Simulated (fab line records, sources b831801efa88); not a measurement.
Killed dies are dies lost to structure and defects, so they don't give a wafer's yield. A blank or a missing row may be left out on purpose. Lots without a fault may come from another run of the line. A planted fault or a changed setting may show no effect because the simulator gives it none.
Which tool did it? | flow gf180mcu | 13 lots, 39 wafers sampled, at 3 steps of a route of 602

WHAT THE GAUGES READ, wafer by wafer
GF_DNWELL_TW_MEAS_09.
lot  | measured    | on            | DNWELL_TW
L505 | day 2 18:37 | film_metro-03 | 1353 1340 1346
L506 | day 3 02:56 | film_metro-01 | 1350 1340 1353
L507 | day 3 04:40 | film_metro-02 | 1350 1346 1347
L508 | day 3 10:07 | film_metro-01 | 1334 1336 1336
L509 | day 3 18:02 | film_metro-03 | 1350 1348 1358
L510 | day 3 21:17 | film_metro-03 | 1342 1345 1346
L512 | day 4 08:59 | film_metro-03 | 1353 1351 1346
L513 | day 4 12:01 | film_metro-02 | 1340 1333 1344
L518 | day 5 14:52 | film_metro-03 | 1354 1348 1353
L521 | day 6 09:44 | film_metro-02 | 1332 1340 1332
L524 | day 6 22:35 | film_metro-01 | 1351 1357 1354
L525 | day 7 05:26 | film_metro-02 | 1343 1342 1342
L528 | day 8 01:25 | film_metro-01 | 1341 1346 1341

GF_POLY_GATE_CD_MEAS_10: target cd 280 nm.
lot  | measured     | on        | cd_nm (nm)
L505 | day 9 00:29  | cd_sem-02 | 278.9 279.4 279.5
L506 | day 9 11:46  | cd_sem-02 | 280.0 281.2 280.6
L507 | day 9 15:04  | cd_sem-02 | 281.0 280.5 280.9
L508 | day 9 22:36  | cd_sem-01 | 278.7 279.0 278.4
L509 | day 10 09:23 | cd_sem-02 | 278.0 279.0 280.1
L510 | day 10 14:40 | cd_sem-02 | 280.3 280.8 280.3
L512 | day 11 08:56 | cd_sem-02 | 280.4 280.3 280.3
L513 | day 11 10:49 | cd_sem-01 | 278.5 278.3 279.8
L518 | day 12 22:22 | cd_sem-02 | 283.2 282.4 282.7
L521 | day 14 03:29 | cd_sem-01 | 281.0 280.0 281.5
L524 | day 14 22:55 | cd_sem-01 | 280.3 281.1 281.3
L525 | day 15 09:04 | cd_sem-01 | 281.0 280.8 281.0
L528 | day 16 05:52 | cd_sem-01 | 281.0 279.4 279.2

WHICH TOOL RAN EACH LOT (tool, then ch and the chambers of the sampled wafers, then the start)
lot  | GF_DNWELL_EXPOSE_04
L505 | iline_stepper-02 ch 0, day 2 12:28
L506 | iline_stepper-01 ch 0, day 2 21:10
L507 | iline_stepper-01 ch 0, day 2 22:18
L508 | iline_stepper-01 ch 0, day 3 04:01
L509 | iline_stepper-01 ch 0, day 3 11:41
L510 | iline_stepper-02 ch 0, day 3 14:50
L512 | iline_stepper-01 ch 0, day 4 02:25
L513 | iline_stepper-01 ch 0, day 4 05:43
L518 | iline_stepper-01 ch 0, day 5 07:51
L521 | iline_stepper-01 ch 0, day 6 02:29
L524 | iline_stepper-01 ch 0, day 6 14:58
L525 | iline_stepper-01 ch 0, day 6 21:23
L528 | iline_stepper-01 ch 0, day 7 17:01
- GF_DNWELL_EXPOSE_04: exposes mask DNWELL, target cd 1700 nm.

WHAT THE TOOLS THEMSELVES READ (means of the sampled wafers that have a number; where no wafer has one, the mark that the record gives instead)
GF_DNWELL_EXPOSE_04.
lot  | tool             | focus_offset_nm (nm)
L505 | iline_stepper-02 | -0.2
L506 | iline_stepper-01 | 0.6
L507 | iline_stepper-01 | 0.5
L508 | iline_stepper-01 | 0.5
L509 | iline_stepper-01 | -0.2
L510 | iline_stepper-02 | 0.3
L512 | iline_stepper-01 | -0.3
L513 | iline_stepper-01 | -0.2
L518 | iline_stepper-01 | 0.9
L521 | iline_stepper-01 | -0.1
L524 | iline_stepper-01 | -0.1
L525 | iline_stepper-01 | 0.2
L528 | iline_stepper-01 | 0.1

THE ANSWER, worked out from the rows above alone
Rule: what is usual is taken from the lots themselves. Put in order of their means at a reading, lots are off if they are a third of the lots or fewer, leave a main group of 4 or more, and stand apart from it by a gap of 3 or more times the standard deviation of the main group's means; of several such gaps the widest counts. A main group whose means are all the same, to the digits that the tables above print for the reading, isn't used. A lot without any number at a reading at which 4 lots or more have one is off too. The other lots that the step has rows for count as sound. The gauges are gone through in route order, then the tools' own readings, and for those a lot's mean is taken as printed above. The first step at which some lot is off is used, and at that step the reading that is off furthest; a lot without a number counts as furthest.
No lot is off at any reading shown: from this, nothing can be told.

WHAT THE SIMULATOR HAD PUT IN
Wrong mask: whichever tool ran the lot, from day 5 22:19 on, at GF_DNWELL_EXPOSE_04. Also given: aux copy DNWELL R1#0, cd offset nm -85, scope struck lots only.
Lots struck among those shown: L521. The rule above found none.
